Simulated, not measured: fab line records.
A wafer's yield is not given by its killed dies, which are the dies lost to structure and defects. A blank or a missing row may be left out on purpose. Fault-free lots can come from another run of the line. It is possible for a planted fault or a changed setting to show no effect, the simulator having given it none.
Matching of chambers | flow sky130 | rie si-02 running SKY_POLY_GATE_ETCH_17: 4 sister chambers
The step etches poly-Si in HBr/Cl2, stops on SiO2, target depth 180 nm, time 70.5 s. 4 wafers are shown with their chamber, then 10 later ones without.

## WAFERS PAIRED WITH THEIR CHAMBERS
wafer  | chamber | drypump motor current A (A)
L081.3 | 1       | 5.5
L088.3 | 2       | 4.8
L090.1 | 0       | 5.1
L090.3 | 3       | 4.7

## WAFERS WITH NO CHAMBER GIVEN
wafer  | drypump motor current A (A)
L090.6 | 5.5
L092.2 | 4.8
L092.5 | 5.5
L092.6 | 5.1
L094.1 | 5.5
L094.4 | 5.5
L094.5 | 4.8
L096.2 | 5.0
L096.4 | 4.8
L096.5 | 4.8

## THE CHAMBER EACH PASSED THROUGH
wafer  | from the rows above | in truth
L090.6 | 1                   | 1
L092.2 | 2                   | 2
L092.5 | 1                   | 1
L092.6 | 0                   | 0
L094.1 | 1                   | 1
L094.4 | 1                   | 1
L094.5 | 2                   | 2
L096.2 | 0                   | 0
L096.4 | 2                   | 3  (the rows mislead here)
L096.5 | 2                   | 2
Correctly placed: 9 of 10. From these rows, 0 cannot be placed. Wrongly placed: 1.
How it was worked out, from the rows above alone: a wafer's distance from a chamber is the root of the sum, over the readings, of the square of ((its reading less the chamber's mean) divided by the reading's scatter). The wafer belongs to the nearest chamber; if the next one is less than 2 further off, it can't be placed. For every chamber, the mean is computed from those of its wafers that are shown. The scatter (one wafer shown for each chamber): square how far every hidden wafer sits from the nearest shown wafer, average those squares and take the square root.
